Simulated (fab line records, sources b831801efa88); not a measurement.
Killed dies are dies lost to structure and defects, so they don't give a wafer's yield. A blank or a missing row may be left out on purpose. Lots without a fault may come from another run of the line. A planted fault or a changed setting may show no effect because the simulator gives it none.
fab line records | flow sky130
record lots=12 wafers=36 last_day=50
route steps=708 shown VT_ADJUST_LVTN@117 VT_ADJUST_NCORE@128 VT_ADJUST_HVTR@138
lots that met no fault: from a run of the same line without faults
start_h: hours from the record's first day to the start of the lot's first wafer shown | wait_h: hours since the lot's step before | " the same as in the row above | L1.1+2: a row that stands for several wafers | - no value, or no start given | * or withheld: withheld | < > ~ a bound
route shown NAME@n: a module of which the file shows steps, and the number in the route of the first | usual: mean/standard deviation of fault-free wafers | same: alike in all rows | chamber/n: place in a boat | sites: the reading at each site | _std_site: their standard deviation | _edge_site: outer sites' mean less inner sites' | radius_mm: how far each site lies from the wafer's centre | mask NAME#n: copy n | behind: the tool/chamber that last shaped the wafer | hold: why the lot was held/for how many hours/how that ended | device: the transistor (n, p or np) that didn't switch | end of line: the same wafers' tests at the end of the route | a step without rows: its recipe alone | killed: dies lost to structure and defects at the first sort, not the wafer's yield | map: a wafer's dies, x killed, . not, _ none there
set.NAME: the setting as run; set.NAME@STEP: as run at that earlier step | model.NAME: the simulator's own value behind a step, which no gauge read
steps of the route over a sample of lots; a table a step, a row a wafer
services: from which hour (start_h, from the record's first day; less than 0 if before it) a tool's chamber was out of use, for how many hours, and why
## steps
# step SKY_VT_ADJUST_LVTN_STRIP_20
# recipe chemistry=O2/N2 power_w=1400 pressure_mtorr=1500 platen_temp_c=withheld o2_flow_sccm=3000 n2_flow_sccm=300 overash_fraction=0.5
# usual drypump_motor_current_A=5.9/0.5 oes_product_au=0.715/0.005 strip_time_to_endpoint_s=14.18/0.04
# columns lot.wafer tool chamber start_h wait_h drypump_motor_current_A oes_product_au rf_hours_counter_h strip_time_to_endpoint_s
L928.3 plasma_asher-03 0 175.75 0.1 5.9 0.715 - 14.15
L928.4 " 1 " " 6.2 0.718 - 14.14
L928.6 " 1 " " 6.2 0.714 - 14.16
L930.1 plasma_asher-01 0 188.32 0.1 6.4 0.726 38 14.12
L930.4 " 0 " " 6.4 0.709 - 14.16
L930.5 " 1 " " 6.3 0.711 - 14.12
L931.1 plasma_asher-01 0 193.27 0.1 6.4 0.721 39 14.16
L931.4 " 1 " " 6.3 0.710 - 14.21
L931.5 " 0 " " 6.4 0.718 - 14.15
L934.1 plasma_asher-03 1 212.57 0.1 6.2 0.715 53 14.20
L934.3 " 1 " " 6.2 0.710 - 14.21
L934.6 " 1 " " 6.2 0.715 - 14.22
L935.1 plasma_asher-02 0 221.77 0.1 5.5 0.709 10 14.14
L935.2 " 1 " " 4.9 0.720 10 14.09
L935.6 " 0 " " 5.4 0.712 - 14.12
L936.1 plasma_asher-01 0 224.37 0.1 6.4 0.715 42 14.19
L936.3 " 0 " " 6.4 0.712 - 14.19
L936.4 " 1 " " 6.3 0.722 - 14.20
L937.4 plasma_asher-03 1 232.52 0.1 6.2 0.708 - 14.14
L937.5 " 0 " " 5.9 0.716 - 14.17
L937.6 " 1 " " 6.2 0.720 - 14.14
L938.1 plasma_asher-02 1 241.17 0.1 4.9 0.712 12 14.23
L938.3 " 1 " " 4.9 0.720 - 14.17
L938.6 " 1 " " 4.9 0.710 - 14.18
L942.1 plasma_asher-01 0 271.42 0.1 6.5 0.727 46 14.21
L942.3 " 1 " " 6.3 0.710 - 14.19
L942.6 " 1 " " 6.3 0.715 - 14.18
L943.3 plasma_asher-03 1 283.30 0.1 6.2 0.715 - 14.17
L943.4 " 0 " " 5.9 0.711 - 14.17
L943.5 " 1 " " 6.2 0.713 - 14.19
L945.1 plasma_asher-03 1 298.32 0.1 6.2 0.717 61 14.18
L945.2 " 0 " " 5.9 0.712 61 14.18
L945.3 " 1 " " 6.2 0.719 - 14.19
L948.1 plasma_asher-02 1 313.12 0.1 4.9 0.712 18 14.12
L948.4 " 0 " " 5.5 0.715 - 14.13
L948.5 " 0 " " 5.5 0.716 - 14.11
# step SKY_VT_ADJUST_NCORE_IMPLANT_09
# recipe species=B energy_kev=10 dose_cm2=2.4e+12 tilt_deg=withheld
# usual beam_energy_keV=9.9992/0.0029
# columns lot.wafer tool chamber start_h wait_h beam_energy_keV
L928.3 implanter-03 0 195.96 0.1 9.9986
L928.4 " 0 " " 10.003
L928.6 " 0 " " 9.9981
L930.1 implanter-03 0 209.56 0.0 9.9991
L930.4 " 0 " " 9.9962
L930.5 " 0 " " 9.9997
L931.1 implanter-02 0 214.89 0.0 10.002
L931.4 " 0 " " 10.005
L931.5 " 0 " " 9.9955
L934.1 implanter-04 0 234.54 0.0 9.9985
L934.3 " 0 " " 10.000
L934.6 " 0 " " 10.001
L935.1 implanter-02 0 243.79 0.0 9.9971
L935.2 " 0 " " 9.9981
L935.6 " 0 " " 9.9975
L936.1 implanter-02 0 247.26 0.0 12.315
L936.3 " 0 " " 12.314
L936.4 " 0 " " 12.310
L937.4 implanter-02 0 255.78 0.1 12.307
L937.5 " 0 " " 12.307
L937.6 " 0 " " 12.307
L938.1 implanter-02 0 264.94 0.0 12.312
L938.3 " 0 " " 12.309
L938.6 " 0 " " 12.307
L942.1 implanter-03 0 295.36 0.0 9.9989
L942.3 " 0 " " 9.9944
L942.6 " 0 " " 9.9993
L943.3 implanter-04 0 307.16 0.1 10.002
L943.4 " 0 " " 10.003
L943.5 " 0 " " 10.003
L945.1 implanter-04 0 323.61 0.0 9.9993
L945.2 " 0 " " 10.003
L945.3 " 0 " " 10.004
L948.1 implanter-02 0 339.49 0.0 9.9973
L948.4 " 0 " " 9.9962
L948.5 " 0 " " 9.9976
# step SKY_VT_ADJUST_NCORE_TW_MEAS_11
# usual VT_ADJUST_NCORE_TW=218.4/1.8
# columns lot.wafer tool chamber start_h wait_h VT_ADJUST_NCORE_TW
L928.3 film_metro-03 - 196.18 0.1 216.8
L928.4 " - " " 216.3
L928.6 " - " " 215.9
L930.1 film_metro-04 - 209.81 0.1 221.7
L930.4 " - " " 221.8
L930.5 " - " " 222.5
L931.1 film_metro-03 - 215.14 0.1 216.9
L931.4 " - " " 216.8
L931.5 " - " " 215.1
L934.1 film_metro-04 - 234.79 0.1 221.2
L934.3 " - " " 220.6
L934.6 " - " " 222.1
L935.1 film_metro-03 - 244.04 0.1 217.1
L935.2 " - " " 217.0
L935.6 " - " " 216.7
L936.1 film_metro-04 - 247.51 0.1 230.6
L936.3 " - " " 231.2
L936.4 " - " " 231.1
L937.4 film_metro-04 - 255.99 0.1 231.7
L937.5 " - " " 229.9
L937.6 " - " " 231.8
L938.1 film_metro-03 - 265.19 0.1 226.8
L938.3 " - " " 228.4
L938.6 " - " " 226.9
L942.1 film_metro-02 - 295.61 0.1 219.5
L942.3 " - " " 218.6
L942.6 " - " " 219.1
L943.3 film_metro-03 - 307.38 0.1 217.8
L943.4 " - " " 217.0
L943.5 " - " " 216.9
L945.1 film_metro-03 - 323.86 0.1 216.7
L945.2 " - " " 217.1
L945.3 " - " " 216.5
L948.1 film_metro-02 - 339.74 0.1 218.5
L948.4 " - " " 218.6
L948.5 " - " " 219.0
# step SKY_VT_ADJUST_HVTR_CD_MEAS_07
# recipe target_cd_nm=380
# usual cd_nm=380.2/2.8
# columns lot.wafer tool chamber start_h wait_h cd_nm
L928.3 cd_sem-02 - 218.02 0.1 372.8
L928.4 " - " " 376.7
L928.6 " - " " 376.8
L930.1 cd_sem-01 - 232.10 0.1 381.6
L930.4 " - " " 378.8
L930.5 " - " " 379.1
L931.1 cd_sem-01 - 237.58 0.1 382.0
L931.4 " - " " 379.8
L931.5 " - " " 382.6
L934.1 cd_sem-02 - 258.00 0.1 380.6
L934.3 " - " " 380.0
L934.6 " - " " 382.6
L935.1 cd_sem-01 - 271.53 0.1 379.0
L935.2 " - " " 380.0
L935.6 " - " " 378.5
L936.1 cd_sem-02 - 271.62 0.2 381.6
L936.3 " - " " 379.6
L936.4 " - " " 381.4
L937.4 cd_sem-01 - 280.39 0.1 382.8
L937.5 " - " " 381.9
L937.6 " - " " 381.2
L938.1 cd_sem-01 - 289.98 0.1 382.2
L938.3 " - " " 384.9
L938.6 " - " " 384.6
L942.1 cd_sem-02 - 320.95 0.1 381.4
L942.3 " - " " 381.4
L942.6 " - " " 383.6
L943.3 cd_sem-01 - 334.13 0.1 382.3
L943.4 " - " " 381.3
L943.5 " - " " 380.9
L945.1 cd_sem-01 - 350.33 0.1 376.2
L945.2 " - " " 378.2
L945.3 " - " " 375.8
L948.1 cd_sem-02 - 366.10 0.1 376.9
L948.4 " - " " 377.2
L948.5 " - " " 376.4
# step SKY_VT_ADJUST_HVTR_STRIP_10
# recipe chemistry=O2/N2 power_w=1400 pressure_mtorr=1500 platen_temp_c=withheld o2_flow_sccm=3000 n2_flow_sccm=300 overash_fraction=0.5
# usual drypump_motor_current_A=5.8/0.52 oes_product_au=0.716/0.0044 strip_time_to_endpoint_s=14.18/0.039
# columns lot.wafer tool chamber start_h wait_h drypump_motor_current_A oes_product_au rf_hours_counter_h strip_time_to_endpoint_s
L928.3 plasma_asher-02 0 218.32 0.1 5.5 0.715 - 14.17
L928.4 " 1 " " 4.9 0.719 - 14.19
L928.6 " 0 " " 5.5 0.713 - 14.14
L930.1 plasma_asher-04 1 232.41 0.1 5.5 0.709 53 14.15
L930.4 " 0 " " 6.0 0.717 - 14.18
L930.5 " 1 " " 5.5 0.717 - 14.17
L931.1 plasma_asher-01 0 237.89 0.1 6.4 0.714 43 14.17
L931.4 " 1 " " 6.3 0.715 - 14.18
L931.5 " 0 " " 6.4 0.711 - 14.18
L934.1 plasma_asher-02 1 258.31 0.1 4.8 0.720 13 14.26
L934.3 " 1 " " 4.9 0.712 - 14.27
L934.6 " 0 " " 5.5 0.721 - 14.24
L935.1 plasma_asher-02 1 271.84 0.1 4.9 0.712 15 14.13
L935.2 " 0 " " 5.5 0.714 15 14.15
L935.6 " 0 " " 5.5 0.711 - 14.15
L936.1 plasma_asher-01 0 271.93 0.1 6.4 0.721 46 14.20
L936.3 " 1 " " 6.3 0.709 - 14.18
L936.4 " 0 " " 6.4 0.712 - 14.18
L937.4 plasma_asher-04 0 280.67 0.1 5.9 0.713 - 14.18
L937.5 " 1 " " 5.6 0.711 - 14.13
L937.6 " 0 " " 5.9 0.720 - 14.13
L938.1 plasma_asher-04 0 290.29 0.1 5.9 0.715 59 14.18
L938.3 " 1 " " 5.6 0.717 - 14.17
L938.6 " 1 " " 5.5 0.723 - 14.17
L942.1 plasma_asher-04 1 321.26 0.1 5.5 0.721 62 14.18
L942.3 " 0 " " 5.9 0.712 - 14.17
L942.6 " 1 " " 5.5 0.722 - 14.12
L943.3 plasma_asher-02 1 334.42 0.1 4.9 0.713 - 14.14
L943.4 " 0 " " 5.5 0.720 - 14.18
L943.5 " 0 " " 5.5 0.715 - 14.19
L945.1 plasma_asher-01 0 350.64 0.1 6.5 0.720 54 14.26
L945.2 " 1 " " 6.3 0.723 54 14.19
L945.3 " 1 " " 6.3 0.712 - 14.22
L948.1 plasma_asher-04 0 366.45 0.1 6.0 0.720 66 14.11
L948.4 " 1 " " 5.6 0.716 - 14.13
L948.5 " 1 " " 5.6 0.719 - 14.14
## services
# columns tool chamber start_h hours kind
plasma_asher-04 - 177.25 2.8 pm
plasma_asher-01 - 189.42 2.8 pm
implanter-02 - 195.54 1.0 repair
implanter-04 - 229.29 3.4 repair
implanter-04 - 243.62 5.0 pm
plasma_asher-01 - 250.40 1.2 repair
plasma_asher-04 - 263.60 0.6 repair
plasma_asher-02 - 282.57 3.7 repair
implanter-03 - 311.01 4.0 pm
plasma_asher-02 - 321.62 0.8 repair
implanter-02 - 335.53 3.9 pm
implanter-03 - 336.08 6.9 pm
plasma_asher-02 - 350.32 6.0 repair
implanter-04 - 359.48 2.2 repair
## key
first_sign step=SKY_VT_ADJUST_NCORE_IMPLANT_09 reading=beam_energy_keV direction=up sigmas=99+ usual=* struck=*
effect step=SKY_VT_ADJUST_NCORE_TW_MEAS_11 reading=VT_ADJUST_NCORE_TW direction=up sigmas=6.2 usual=218.4 struck=229.8
met_at SKY_VT_ADJUST_NCORE_IMPLANT_09
struck_lots L936,L937,L938
tester_left_out L936,L937,L938
not_acting_at SKY_VT_ADJUST_LVTN_STRIP_20,SKY_VT_ADJUST_HVTR_CD_MEAS_07,SKY_VT_ADJUST_HVTR_STRIP_10
onset_between 243.79 247.26
fault kind=process_parameter_drift tool=implanter-02 chamber=- onset_h=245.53 steps=SKY_VT_ADJUST_NCORE_IMPLANT_09 channel=energy_kev offset=* shape=step end_h=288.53 acts_in=* stated=*
# tester_left_out: of these lots the tester's yield and bins aren't shown, on N5 and GAA mostly nor the transistor test; their killed dies are dies lost to structure and defects alone, not to doping, threshold or leakage, so they don't give the yield
